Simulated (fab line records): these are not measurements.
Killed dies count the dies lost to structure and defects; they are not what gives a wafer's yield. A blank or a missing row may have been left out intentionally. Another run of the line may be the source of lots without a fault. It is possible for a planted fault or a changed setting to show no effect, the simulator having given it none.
Problem report, 8D (eight disciplines) form, completed by code    flow gf180mcu    the parts of the form that need people (team, actions taken, sign-off) are left out

1. THE PROBLEM
Wafers without a fault read 850 C, standard deviation 0.084; tubeCenterTempC at GF_DUAL_GATE_OXIDATION_15 reads a mean of 856 C on 6 wafers belonging to 2 lots. That puts it +68 standard deviations away from the usual mean.
The step: stabilise 600 s, purge 300 s, target thk 7.098 nm.
The first sign was on wafer L189.2 at day 13 12:56, on furnace-01. The record has a number at this step for 33 wafers belonging to 11 lots. Rule for "out", or "out of limits": more than 4 standard deviations from the usual mean. All remaining wafers that have a number are taken as sound.

2. WHAT IT IS, AND WHAT IT ISN'T
question                     is                                       is not
which readings at this step  tubeCenterTempC, tube_center_temp_C_max  -
which lots                   L189, L190                               L173, L175, L176, L177, L178, L179, L181, L182, L184
which wafers of those lots   all that have a number                   -
read on which tools          furnace-01                               furnace-02
when                         from day 13 12:56                        up to then (27 sound wafers)

3. THE SUSPECTS, EACH WITH WHAT RULES IT OUT
Counting: a tool at a process step up to the reading stays a suspect if it ran every lot that is out and no sound lot after the first of them.
- furnace-01 at GF_DUAL_GATE_OXIDATION_15 (stabilise 600 s, purge 300 s, target thk 7.098 nm): kept. All lots that are out passed through it, beginning with L189 at day 13 12:56, and no sound lot followed; its final sound lot before that point was L182 at day 11 09:02. Out on those wafers are its own readings of tubeCenterTempC, tube_center_temp_C_max.
Remaining after the count: furnace-01 at GF_DUAL_GATE_OXIDATION_15.

4. THE CAUSE (what the simulator had put in)
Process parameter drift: furnace-01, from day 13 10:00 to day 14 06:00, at GF_DUAL_GATE_OXIDATION_15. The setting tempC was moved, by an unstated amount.
After counting, this tool was the only one left.

5. THE CHAIN OF EFFECTS, in route order
Each row: a reading where the mean over the struck wafers with a number is more than 3 standard deviations away from the usual. Readings are gone through only where the record gives a usual standard deviation; hours: the median, over the lots, of the time from a lot's start at the first step in this table giving one to that lot's start at this step; sigmas: the change measured in usual standard deviations.
hours  step                       reading                 usual    on struck wafers  change  sigmas
0      GF_DUAL_GATE_OXIDATION_15  spikeTcBottomC          866.5 C  872.8             +6.3    +5.8
0      GF_DUAL_GATE_OXIDATION_15  spikeTcCentreC          850.6 C  855.5             +4.9    +4.1
0      GF_DUAL_GATE_OXIDATION_15  spikeTcLowerC           850.0 C  855.7             +5.7    +3.8
0      GF_DUAL_GATE_OXIDATION_15  tubeCenterTempC         850 C    856               +6      +68
0      GF_DUAL_GATE_OXIDATION_15  tube_center_temp_C_max  852.2    857.8             +5.6    +14
It contains these process steps:
- GF_DUAL_GATE_OXIDATION_15: stabilise 600 s, purge 300 s, target thk 7.098 nm.

6. HOW IT WOULD HAVE BEEN CAUGHT EARLIER
The fault began at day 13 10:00; the first out-of-limits reading in this record came at day 13 12:56, 3 hours later.
